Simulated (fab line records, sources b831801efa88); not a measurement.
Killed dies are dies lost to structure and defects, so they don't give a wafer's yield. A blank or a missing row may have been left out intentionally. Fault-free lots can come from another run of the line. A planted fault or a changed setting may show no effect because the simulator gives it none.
Problem report, 8D (eight disciplines) form, completed by code :: flow gf180mcu :: the parts of the form that need people (team, actions taken, sign-off) are left out

1. WHAT WENT WRONG
Across 6 wafers from 2 lots, NWELL_TW at GF_NWELL_TW_MEAS_11 averages 1416, while fault-free wafers read 1572 with a standard deviation of 14. That puts it -11 standard deviations away from the usual mean.
Seen first at day 6 04:12 on film metro-03, wafer L170.1. The record holds 39 wafers of 13 lots with a number at this step. Rule for "out" (also "out of limits"): further than 4 standard deviations from the usual mean. Any other wafer with a number is counted as sound.

2. WHAT IT IS, WHAT IT ISN'T
question: which readings at this step
is: NWELL_TW
is not: -

question: which lots
is: L170, L173
is not: L159, L160, L161, L162, L163, L164, L175, L176, L177, L179, L181

question: which wafers of those lots
is: all that have a number
is not: -

question: read on which gauges
is: film metro-02, film metro-03
is not: film metro-01

question: when
is: from day 6 04:12
is not: up to then (18 sound wafers); but 15 sound wafers of L175, L176, L177, L179, L181 came after

3. WHAT RULES OUT EACH SUSPECT
Counting: a tool stays on the suspect list if, at a process step up to the reading, it processed all lots that are out and no sound lot following the first of them.
- the gauge at GF_NWELL_TW_MEAS_11 has been ruled out. The wafers that are out were read on 2 gauges (film metro-02, film metro-03).
- implanter-01 at GF_NWELL_IMPLANT_08: kept. All lots that are out passed through it, beginning with L170 at day 6 03:48, and no sound lot followed; its final sound lot before that point was L164 at day 4 15:59.
Remaining after the count: implanter-01 at GF_NWELL_IMPLANT_08.

4. THE CAUSE (what the simulator had put in)
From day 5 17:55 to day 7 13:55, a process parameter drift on implanter-01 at GF_NWELL_IMPLANT_08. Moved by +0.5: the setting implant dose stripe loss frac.
After counting, this tool was the only one left.

5. THE CHAIN OF EFFECTS, in route order
One row per reading whose mean, taken over the struck wafers that have a number, lies over 3 standard deviations from the usual. Readings are gone through only where the record gives a usual standard deviation; hours: the median, over the lots, of the time from a lot's start at the first step in this table giving one to that lot's start at this step; sigmas: the change measured in usual standard deviations.
hours: 0
step: GF_NWELL_TW_MEAS_11
reading: NWELL_TW
usual: 1572
on struck wafers: 1416
change: -156
sigmas: -11

hours: 119
step: GF_VT_IMPLANT_RS_MEAS_47
reading: NWELL_RS
usual: 487.7 ohm/sq
on struck wafers: 605.0
change: +117.3
sigmas: +90
At these later measuring or inspecting steps, every struck wafer for which the step has a row has a number for every such reading, and none has moved that far: GF_VT_IMPLANT_RS_MEAS_49.

6. WHAT WOULD HAVE CAUGHT IT SOONER
In this record the first reading out of limits at a measuring or inspecting step was taken at day 6 04:12, 10 hours after the fault began at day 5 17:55.
An alarm limit of 4 standard deviations would not have fired on the tool readings at GF_NWELL_IMPLANT_08 for which the record gives a usual standard deviation, since none of them was out on any struck wafer.
Lots out: 2; of these, L173 started GF_NWELL_IMPLANT_08 on implanter-01 after day 6 04:12. Holding the tool at that time would have saved it.
